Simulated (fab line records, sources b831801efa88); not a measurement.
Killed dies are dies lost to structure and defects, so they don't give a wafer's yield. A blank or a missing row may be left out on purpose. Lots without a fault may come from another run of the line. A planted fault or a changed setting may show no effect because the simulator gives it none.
A struck lot beside a sound one | flow sky130 | 27 steps out of a route of 708
Sound: wafers L908.1, L908.4, L908.5. Struck: wafers L904.2, L904.4, L904.6. The cause comes at the end.
At each step with rows: each side's tool, then ch and its chambers, then its first start. Under that, the readings that differ: sound wafers | struck wafers | difference of the means | sigmas: that difference in standard deviations of wafers without a fault.
alike: readings whose means differ by less than 2 such deviations, and words and numbers that are the same on both sides. not compared: withheld readings, readings that some wafer has no value for, bounds like >300 that may hide the same value, and numbers for which the record gives no deviation and whose values overlap.
The two part at a step that has a row with sigmas, a row that says differs or no value, or rows on one side only. Numbers that don't overlap but have no deviation are shown without sigmas and don't part them. A reading that every wafer of one side lacks parts them only if that side has two wafers or more.

first, 9 steps without rows for these wafers: SKY_METAL4_DESCUM_15 (chemistry O2, time 8 s); SKY_METAL4_ETCH_16 (etches BARC in N2/H2, stops on SiO2, time 88.2 s, target depth 60 nm); SKY_METAL4_ETCH_17 (etches SiO2 in C4F8/O2/Ar, stops on TiN, time 3.9 s, target depth 15 nm); SKY_METAL4_METAL_ETCH_18 (etches the open film in Cl2/BCl3, stops on SiO2, target depth 845 nm, time 183.1 s); SKY_METAL4_STRIP_19 (strips in O2/N2); SKY_METAL4_STRIP_20 (strips in post etch residue remover, time 1200 s); SKY_METAL4_CLEAN_21 (cleans in IPA, time 180 s); SKY_METAL4_CLEAN_22 (cleans in O3/DIW); SKY_VIA4_HDPCVD_00 (deposits SiO2, target thk 1750 nm, time 291.7 s).
SKY_VIA4_CMP_02: polishes SiO2.
  sound on cmp-02 ch 0,2, day 47 15:38; struck on cmp-02 ch 1,3, day 46 20:57
  no value came back on the struck wafers for edge_zone_pressure_frac, head_pressure_psi (psi), motor_current_A (A); on the sound wafers edge_zone_pressure_frac reads 0.997 1.001 1.006
  reading                                  | sound             | struck         | difference | sigmas
  model.SiO2_of_VIA4_HDPCVD_00.thk_nm (nm) | 577.8 580.6 580.3 | 1724 1693 1712 | +1130      |
SKY_VIA4_BOW_MEAS_03:
  sound on film_metro-02, day 47 15:53; struck on film_metro-03, day 46 21:16
  reading       | sound    | struck      | difference | sigmas
  VIA4_BOW (um) | 82 79 80 | 128 126 127 | +47        | +5
then, 7 steps without rows for these wafers: SKY_VIA4_DEHYDRATE_04 (time 60 s); SKY_VIA4_HMDS_05 (prime time 60 s); SKY_VIA4_COAT_06 (resist thk 1140 nm); SKY_VIA4_SOFTBAKE_07 (time 60 s); SKY_VIA4_EXPOSE_08 (exposes mask VIM4, target cd 800 nm); SKY_VIA4_PEB_09; SKY_VIA4_DEVELOP_10 (develop time 60 s).
SKY_VIA4_ETCH_12: etches SiO2 in C4F8/O2/Ar, stops on TiN, target depth 580 nm.
  sound on rie_diel-03 ch 2,3, day 48 11:32; struck on rie_diel-03 ch 1,2,3, day 47 17:23
  reading                          | sound             | struck            | difference | sigmas
  oes_product_au (a.u.)            | 0.912 0.928 0.934 | 1.611 1.635 1.578 | +0.683     | +99 or more
  model.VIA4.feature_depth_nm (nm) | 577.8 580.6 580.3 | 649.8 659.7 635.2 | +68.7      |
  model.etch.depth_nm (nm)         | 577.8 580.6 580.3 | 649.8 659.7 635.2 | +68.7      |
then, 6 steps without rows for these wafers: SKY_VIA4_STRIP_13 (strips in O2/N2); SKY_VIA4_STRIP_14 (strips in post etch residue remover, time 1200 s); SKY_VIA4_CLEAN_15 (cleans in IPA, time 180 s); SKY_VIA4_CLEAN_16 (cleans in O3/DIW); SKY_VIA4_SPUTTER_17 (material TiN, target thk 20 nm, time 80 s); SKY_VIA4_CVD_18 (deposits W, target thk 505 nm, time 152.14 s).
SKY_VIA4_CMP_21: polishes, stops on SiO2, t overpolish 25 s, target thk 0 nm.
  sound on cmp-01 ch 0,3, day 48 12:41; struck on cmp-02 ch 0,1,2, day 47 18:30
  reading                                  | sound             | struck         | difference | sigmas
  model.SiO2_of_VIA4_HDPCVD_00.thk_nm (nm) | 572.4 575.1 574.8 | 1719 1688 1706 | +1130      |
  alike: edge_zone_pressure_frac, head_pressure_psi, motor_current_A
-- the record jumps here: 2 days lie between the struck wafers' starts before and after (it left off in module VIA4 and takes up again in module PAD_OPEN, whose first step shown is number 708 of the route) --
SKY_PAD_OPEN_PROBE_99:
  sound on prober-02, day 50 20:10; struck on prober-01, day 50 05:01
  reading                  | sound          | struck         | difference | sigmas
  defect_limited_yield (%) | 81.1 82.1 81.5 | 0 0 0          | -82        | -43
  killed_at_M4_up          | 2 0 4          | 421 409 405    | +410       | +99 or more
  killed_dies              | 93 88 91       | 492 492 492    | +401       | +43
  killed_on_rim            | 17 15 16       | 96 96 96       | +80        | +21
  sort_bin_5_function (%)  | 10.0 12.0 10.8 | 94.9 93.1 91.5 | +82.2      | +55
  sort_n_pass              | 399 404 401    | 0 0 0          | -401       | -43
  sort_yield_pct (%)       | 81.1 82.1 81.5 | 0 0 0          | -82        | -43
  alike: killed_at_M0_to_M3, killed_at_contacts, killed_at_front_end, killed_at_other, killed_open, killed_short, sort_bin_3_pad_short, sort_bin_6_memory

WHERE THEY PART
First at SKY_VIA4_CMP_02; last, within this record, at SKY_PAD_OPEN_PROBE_99.

WHY: what the simulator had put in
Skipped step whole: cmp-02, from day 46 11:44 on, at SKY_VIA4_CMP_02. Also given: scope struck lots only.
